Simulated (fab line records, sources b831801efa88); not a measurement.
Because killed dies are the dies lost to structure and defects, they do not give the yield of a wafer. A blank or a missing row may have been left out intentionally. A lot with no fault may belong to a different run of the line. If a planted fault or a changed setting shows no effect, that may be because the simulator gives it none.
Problem report, 8D (eight disciplines) form, completed by code -- flow sky130 -- the parts of the form that need people (team, actions taken, sign-off) are left out

== 1. WHAT WENT WRONG ==
At SKY_PAD_OPEN_PROBE_99, killed_at_M4_up averages 46.0 over 3 wafers from 2 lots, while fault-free wafers read 3.0, standard deviation 1.7. Relative to the usual mean, that is a shift of +25 standard deviations.
Seen first at day 48 12:32 on prober-01, wafer L633.2. Wafers with a number at this step in the record: 15, from 5 lots. Rule for "out" (also "out of limits"): further than 4 standard deviations from the usual mean. All remaining wafers that have a number are taken as sound.

== 2. WHAT IT IS AND WHAT IT IS NOT ==
question,is,is not
which readings at this step,killed_at_M4_up,"killedAtContacts, killedAtFrontEnd, killedAtOther, sort_bin_6_memory"
which lots,"L633, L637","L634, L640, L642"
which wafers of those lots,"L633.2, L633.5, L637.1","L633.1, L637.4, L637.6"
read on which tools,prober-01,prober-02
when,from day 48 12:32,"up to then (1 sound wafer); but 11 sound wafers of L634, L637, L640, L642 came after"

== 3. THE SUSPECTS, EACH WITH WHAT RULES IT OUT ==
Counting: a tool at a process step up to the reading stays a suspect if it ran every lot that is out. Sound lots after the first of them don't rule it out here, since some wafers of a struck lot are sound.
- pvdSputter-02 at SKY_METAL4_SPUTTER_04 (material TiN, target thk 70 nm, time 58.3 s): kept. It ran every lot that is out, first L633 (day 43 01:05).
- rieMetal-04 at SKY_METAL4_METAL_ETCH_18 (etches the open film in Cl2/BCl3, stops on SiO2, target depth 845 nm, time 183.1 s): kept. It ran every lot that is out, first L633 (day 44 22:20).
- prober-01 at SKY_PAD_OPEN_PROBE_99: kept. It ran every lot that is out, first L633 (day 48 12:29). On those wafers its own readings are out: killed_at_M4_up.
After the count, these remain: pvdSputter-02 at SKY_METAL4_SPUTTER_04, rieMetal-04 at SKY_METAL4_METAL_ETCH_18 and prober-01 at SKY_PAD_OPEN_PROBE_99.

== 4. THE CAUSE (what the simulator had put in) ==
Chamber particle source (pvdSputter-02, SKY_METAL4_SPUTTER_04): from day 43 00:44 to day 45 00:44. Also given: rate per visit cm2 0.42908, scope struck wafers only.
Counting left 3 suspects, and this tool is among them.

== 5. SEQUENCE OF EFFECTS, ordered by route ==
Rows list readings where the struck wafers' mean (over those with a number) sits beyond 3 standard deviations from the usual. Only readings whose record carries a usual standard deviation are examined. hours: median over the lots of the time between each lot's start at the first step of this table that gives one and its start at this step. sigmas: the change, counted in usual standard deviations.
hours,step,reading,usual,on struck wafers,change,sigmas
0,SKY_PAD_OPEN_PROBE_99,killed_at_M4_up,3.0,46.0,+43.0,+25
It contains these process steps:
- SKY_PAD_OPEN_PROBE_99

== 6. HOW IT WOULD HAVE BEEN CAUGHT EARLIER ==
The fault began at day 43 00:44; the first out-of-limits reading in this record came at day 48 12:32, 132 hours later.
No tool reading at SKY_METAL4_SPUTTER_04 that has a usual standard deviation in the record was out on any struck wafer, so an alarm limit of 4 standard deviations on those readings would not have fired.
Each of the lots that are out, 2 in all, had begun SKY_METAL4_SPUTTER_04 on pvdSputter-02 no later than day 48 12:32. None of them would have been spared by holding the tool at that moment.
